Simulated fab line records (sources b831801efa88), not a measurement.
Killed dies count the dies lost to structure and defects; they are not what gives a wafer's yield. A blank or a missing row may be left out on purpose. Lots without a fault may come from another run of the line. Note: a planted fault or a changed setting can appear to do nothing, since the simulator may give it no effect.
A struck lot beside a sound one + flow sky130 + 26 steps out of a route of 708
Sound: the wafers L883.2, L883.4, L883.5. Wafers struck: L896.2, L896.4, L896.6. The cause is named last.
Each step with rows lists, per side, the tool, then ch with its chambers, then its first start. Under that, the readings that differ: sound wafers + struck wafers + difference of the means + sigmas: that difference in standard deviations of wafers without a fault.
alike: a reading whose means differ by less than 2 such deviations, as well as words and numbers matching on both sides. not compared: withheld readings; readings where some wafer has no value; bounds like >300 that might hide an equal value; numbers whose values overlap and for which the record gives no deviation.
Wherever a step has rows on one side only, a row that says differs or no value, or a row with sigmas, the two part there. Numbers that don't overlap but have no deviation are shown without sigmas and don't part them. Lack of a reading on every wafer of one side parts them only where that side has two or more wafers.

SKY_LDD_N_STRIP_16: strips in O2/N2.
  sound on plasma asher-02 ch 0,1, day 19 18:55; struck on plasma asher-01 ch 1, day 24 10:56
  alike: chamber pressure mTorr, drypump motor current A, oes product au, strip time to endpoint s
  not compared: rf hours counter h
SKY_LDD_N_TW_MEAS_17:
  sound on film metro-03 at day 19 19:01; struck on film metro-01 at day 24 11:03
  alike: LDD_N_TW
then, 7 steps without rows for these wafers: SKY_LDD_P_DEHYDRATE_00 (time 60 s); SKY_LDD_P_HMDS_01 (prime time 60 s); SKY_LDD_P_COAT_02 (resist thk 1140 nm); SKY_LDD_P_SOFTBAKE_03 (time 60 s); SKY_LDD_P_EXPOSE_04 (exposes mask PSDM, target cd 380 nm); SKY_LDD_P_PEB_05; SKY_LDD_P_DEVELOP_06 (develop time 60 s).
SKY_LDD_P_CD_MEAS_07: the cd target is 380 nm.
  sound on cd sem-01 at day 21 01:47; struck on cd sem-01 at day 25 16:25
  alike: cd nm
SKY_LDD_P_OVL_MEAS_08:
  sound on overlay-01 at day 21 01:54; struck on overlay-02 at day 25 16:32
  alike: LDD_P_OVL
following that, these wafers have no rows for 1 step: SKY_LDD_P_IMPLANT_09.
SKY_LDD_P_STRIP_10: strips in O2/N2.
  sound on plasma asher-02 ch 0,1, day 21 02:05; struck on plasma asher-03 ch 0,1, day 25 16:43
  no value came back on the struck wafers for chamber pressure mTorr (mTorr), drypump motor current A (A), oes product au (a.u.), strip time to endpoint s (s); on the sound wafers chamber pressure mTorr (mTorr) reads 1500.6 1500.6 1501.8
| reading                                    | sound | struck         | difference | sigmas |
|--------------------------------------------|-------|----------------|------------|--------|
| model.NOVOLAK_of_LDD_P_COAT_02.thk nm (nm) | 0 0 0 | 1140 1140 1138 | +1139      |        |
  not compared: rf hours counter h
SKY_LDD_P_TW_MEAS_11:
  sound on film metro-02 at day 21 02:11; struck on film metro-02 at day 25 16:49
  alike: LDD_P_TW
then, 7 steps without rows for these wafers: SKY_LDD_HVN_DEHYDRATE_00 (time 60 s); SKY_LDD_HVN_HMDS_01 (prime time 60 s); SKY_LDD_HVN_COAT_02 (resist thk 300 nm); SKY_LDD_HVN_SOFTBAKE_03 (time 60 s); SKY_LDD_HVN_EXPOSE_04 (exposes mask HVNTM, target cd 700 nm); SKY_LDD_HVN_PEB_05; SKY_LDD_HVN_DEVELOP_06 (develop time 60 s).
SKY_LDD_HVN_OVL_MEAS_07:
  sound on overlay-01 at day 22 08:42; struck on overlay-01 at day 26 21:30
  alike: LDD_HVN_OVL
following that, these wafers have no rows for 1 step: SKY_LDD_HVN_IMPLANT_08.
SKY_LDD_HVN_STRIP_09: strips in O2/N2.
  sound on plasma asher-04 ch 0,1, day 22 08:53; struck on plasma asher-04 ch 0,1, day 26 21:41
| reading                      | sound             | struck               | difference | sigmas      |
|------------------------------|-------------------|----------------------|------------|-------------|
| oes product au (a.u.)        | 0.415 0.406 0.409 | 0.715 0.730 0.718    | +0.311     | +65         |
| strip time to endpoint s (s) | 4.156 4.142 4.139 | 21.734 21.739 21.694 | +17.577    | +99 or more |
  alike: chamber pressure mTorr, drypump motor current A
  not compared: rf hours counter h
SKY_LDD_HVN_TW_MEAS_10:
  sound on film metro-04 at day 22 08:59; struck on film metro-01 at day 26 21:47
| reading    | sound          | struck   | difference | sigmas      |
|------------|----------------|----------|------------|-------------|
| LDD_HVN_TW | 1437 1436 1433 | 30 30 30 | -1405      | -99 or more |
then, 1 step without rows for these wafers: SKY_LDD_HVP_DEHYDRATE_00 (time 60 s).

WHERE THEY PART
Last at SKY_LDD_HVN_TW_MEAS_10 as far as this record goes, first at SKY_LDD_P_STRIP_10.

WHY: whatever the simulator had introduced
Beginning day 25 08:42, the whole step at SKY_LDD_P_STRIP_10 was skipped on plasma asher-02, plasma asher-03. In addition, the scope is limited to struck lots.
